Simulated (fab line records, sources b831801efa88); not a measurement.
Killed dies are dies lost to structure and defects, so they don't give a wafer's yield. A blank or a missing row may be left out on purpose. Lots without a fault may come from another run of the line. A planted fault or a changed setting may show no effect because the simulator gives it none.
Which tool did it? | flow sky130 | 14 lots, 42 wafers sampled, at 1 step of a route of 708

WHAT THE GAUGES READ, wafer by wafer
SKY_VIA2_THK_MEAS_23: measures by xrf.
lot  | measured     | on            | VIA2_W_THK (nm)
L572 | day 36 18:41 | film_metro-03 | 414 407 413
L573 | day 37 03:19 | film_metro-03 | 416 413 416
L577 | day 38 04:58 | film_metro-01 | 400 412 409
L576 | day 38 11:44 | film_metro-03 | 416 414 416
L578 | day 38 17:34 | film_metro-02 | 403 416 420
L579 | day 39 05:54 | film_metro-01 | 400 408 414
L580 | day 39 09:36 | film_metro-02 | 403 414 411
L582 | day 40 06:55 | film_metro-03 | 428 414 425
L583 | day 40 11:44 | film_metro-02 | 427 419 430
L584 | day 40 12:50 | film_metro-02 | 416 404 416
L585 | day 40 20:00 | film_metro-02 | 416 411 408
L586 | day 41 10:23 | film_metro-03 | 420 414 406
L587 | day 41 16:13 | film_metro-02 | 406 401 417
L590 | day 42 05:20 | film_metro-01 | 408 423 419

WHICH TOOL RAN EACH LOT (tool, then ch and the chambers of the sampled wafers, then the start)
The record holds no process step before these readings.

WHAT THE TOOLS THEMSELVES READ (means of the sampled wafers that have a number; where no wafer has one, the mark that the record gives instead)
The record holds no such reading with a usual standard deviation.

THE ANSWER, worked out from the rows above alone
Rule: what is usual is taken from the lots themselves. Put in order of their means at a reading, lots are off if they are a third of the lots or fewer, leave a main group of 4 or more, and stand apart from it by a gap of 3 or more times the standard deviation of the main group's means; of several such gaps the widest counts. A main group whose means are all the same, to the digits that the tables above print for the reading, isn't used. A lot without any number at a reading at which 4 lots or more have one is off too. The other lots that the step has rows for count as sound. The gauges are gone through in route order, then the tools' own readings, and for those a lot's mean is taken as printed above. The first step at which some lot is off is used, and at that step the reading that is off furthest; a lot without a number counts as furthest.
No lot is off at any reading shown: from this, nothing can be told.

WHAT THE SIMULATOR HAD PUT IN
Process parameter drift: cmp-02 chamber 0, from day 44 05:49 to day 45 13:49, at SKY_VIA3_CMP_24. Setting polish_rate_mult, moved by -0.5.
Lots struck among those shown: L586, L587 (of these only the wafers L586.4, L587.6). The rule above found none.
